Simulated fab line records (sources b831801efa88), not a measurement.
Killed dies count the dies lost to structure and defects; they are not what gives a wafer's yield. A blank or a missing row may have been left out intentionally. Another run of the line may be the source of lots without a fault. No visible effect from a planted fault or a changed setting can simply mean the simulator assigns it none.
Comparing a struck lot with a sound one | flow sky130 | 36 out of 708 route steps
Sound: the wafers L856.1, L856.4, L856.6. Wafers struck: L867.1, L867.3, L867.6. The cause is given at the end.
At each step with rows: each side's tool, then ch and its chambers, then its first start. Under that, the readings that differ: sound wafers | struck wafers | difference of the means | sigmas: that difference in standard deviations of wafers without a fault.
alike: words and numbers the same on both sides, and readings whose means are apart by under 2 such deviations; not compared: readings that were withheld, readings missing a value for some wafer, numbers with overlapping values and no deviation given by the record, and bounds like >300 which may hide the same value.
A row with sigmas, a row that says differs or no value, or rows on one side alone: a step with any of these is where the two part. Numbers that don't overlap but have no deviation are shown without sigmas and don't part them. Lack of a reading on every wafer of one side parts them only where that side has two or more wafers.

first, 10 steps without rows for these wafers: SKY_POLY_CUT_ETCH_10 (etches BARC in N2/H2, stops on SiO2, time 45.9 s, target depth 60 nm); SKY_POLY_CUT_ETCH_11 (etches Si3N4 in CF4/CH2F2/Ar, stops on poly-Si, time 42.5 s, target depth 60 nm); SKY_POLY_CUT_STRIP_12 (strips in O2/N2); SKY_SD_P_DEHYDRATE_00 (time 60 s); SKY_SD_P_HMDS_01 (prime time 60 s); SKY_SD_P_COAT_02 (resist thk 1140 nm); SKY_SD_P_SOFTBAKE_03 (time 60 s); SKY_SD_P_EXPOSE_04 (exposes mask PSDM, target cd 380 nm); SKY_SD_P_PEB_05; SKY_SD_P_DEVELOP_06 (develop time 60 s).
SKY_SD_P_IMPLANT_09:
  sound on implanter-04 ch 0, day 27 06:56; struck on implanter-04 ch 0, day 30 15:50
  reading       | sound                            | struck                           | difference  | sigmas
  dose-ions-cm2 | 2.9995e+15 3.0002e+15 2.9969e+15 | 2.3236e+15 2.3239e+15 2.3222e+15 | -6.7563e+14 | -99 or more
SKY_SD_P_STRIP_10: strips in O2/N2.
  sound on plasma-asher-01 ch 0,1, day 27 07:05; struck on plasma-asher-03 ch 0,1, day 30 15:59
  reading                      | sound             | struck            | difference | sigmas
  oes-product-au (a.u.)        | 0.615 0.619 0.613 | 0.625 0.628 0.623 | +0.010     | +2
  strip-time-to-endpoint-s (s) | 17.48 17.52 17.49 | 16.93 16.98 16.96 | -0.54      | -14
  alike: drypump-motor-current-A
  not compared: rf-hours-counter-h
SKY_SD_P_TW_MEAS_11:
  sound on film-metro-04, day 27 07:11; struck on film-metro-03, day 30 16:05
  alike: SD_P_TW
then, 21 steps without rows for these wafers: SKY_RES_XHIGH_DEHYDRATE_00 (time 60 s); SKY_RES_XHIGH_HMDS_01 (prime time 60 s); SKY_RES_XHIGH_COAT_02 (resist thk 1140 nm); SKY_RES_XHIGH_SOFTBAKE_03 (time 60 s); SKY_RES_XHIGH_EXPOSE_04 (exposes mask URPM, target cd 1270 nm); SKY_RES_XHIGH_PEB_05; SKY_RES_XHIGH_DEVELOP_06 (develop time 60 s); SKY_RES_XHIGH_IMPLANT_07; SKY_RES_XHIGH_STRIP_08 (strips in O2/N2); SKY_SD_N_DEHYDRATE_00 (time 60 s); SKY_SD_N_HMDS_01 (prime time 60 s); SKY_SD_N_COAT_02 (resist thk 1140 nm); SKY_SD_N_SOFTBAKE_03 (time 60 s); SKY_SD_N_EXPOSE_04 (exposes mask NSDM, target cd 380 nm); SKY_SD_N_PEB_05; SKY_SD_N_DEVELOP_06 (develop time 60 s); SKY_SD_N_IMPLANT_09; SKY_SD_N_IMPLANT_10; SKY_SD_N_STRIP_11 (strips in O2/N2); SKY_SD_N_CLEAN_13 (cleans in SC1/SC2, time 150 s); SKY_SD_N_RTA_14 (time 2 s).
-- the record jumps here: 2 days lie between the struck wafers' starts before and after --
SKY_SD_N_RS_MEAS_17: measures by four-point-probe.
  sound on film-metro-01, day 29 16:59; struck on film-metro-04, day 32 22:43
  reading          | sound             | struck            | difference | sigmas
  SD_P_RS (ohm/sq) | 147.2 147.4 147.2 | 150.6 150.7 150.7 | +3.4       | +9
-- here the record skips 16 days between the struck wafers' starts before and after, leaving off in module SD_N and picking up in module PAD_OPEN (first step shown: number 708 of the route) --
SKY_PAD_OPEN_PROBE_99:
  sound on prober-01, day 46 22:20; struck on prober-01, day 49 08:40
  reading                             | sound             | struck            | difference | sigmas
  killed-open                         | 43 42 61          | 32 33 36          | -15        | -2
  model.etest.res-high-po.line-ohm-um | 745.7 729.6 737   | 903.3 893.7 917.7 | +167.5     |
  model.etest.licon-high-po.rc-ohm    | 354 344 352.6     | 520.6 504.4 512.5 | +162.3     |
  model.etest.res-pdiff.line-ohm-um   | 1382 1381 1374    | 1469 1460 1466    | +86        |
  model.etest.res-high-po.rs-ohm-sq   | 260.3 253.1 256.4 | 319.6 315.3 318.1 | +61.1      |
  model.etest.licon-pdiff.rc-ohm      | 600 604.6 582.5   | 667.4 611.3 631.7 | +41.1      |
  model.etest.res-pdiff-hv.rs-ohm-sq  | 191.6 191.4 192.3 | 202.9 203.6 202.7 | +11.3      |
  model.etest.res-pdiff.rs-ohm-sq     | 198.1 198.7 197.8 | 208.7 207.9 208.9 | +10.3      |
  alike: killed_at_M0_to_M3, killed_at_M4_up, killed-at-contacts, killed-at-front-end, killed-at-other, killed-dies, killed-short

## WHERE THEY PART
First at SKY_SD_P_IMPLANT_09; last, within this record, at SKY_PAD_OPEN_PROBE_99.

WHY: what the simulator had put in
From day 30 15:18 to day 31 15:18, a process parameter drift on implanter-04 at SKY_SD_P_IMPLANT_09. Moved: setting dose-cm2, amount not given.
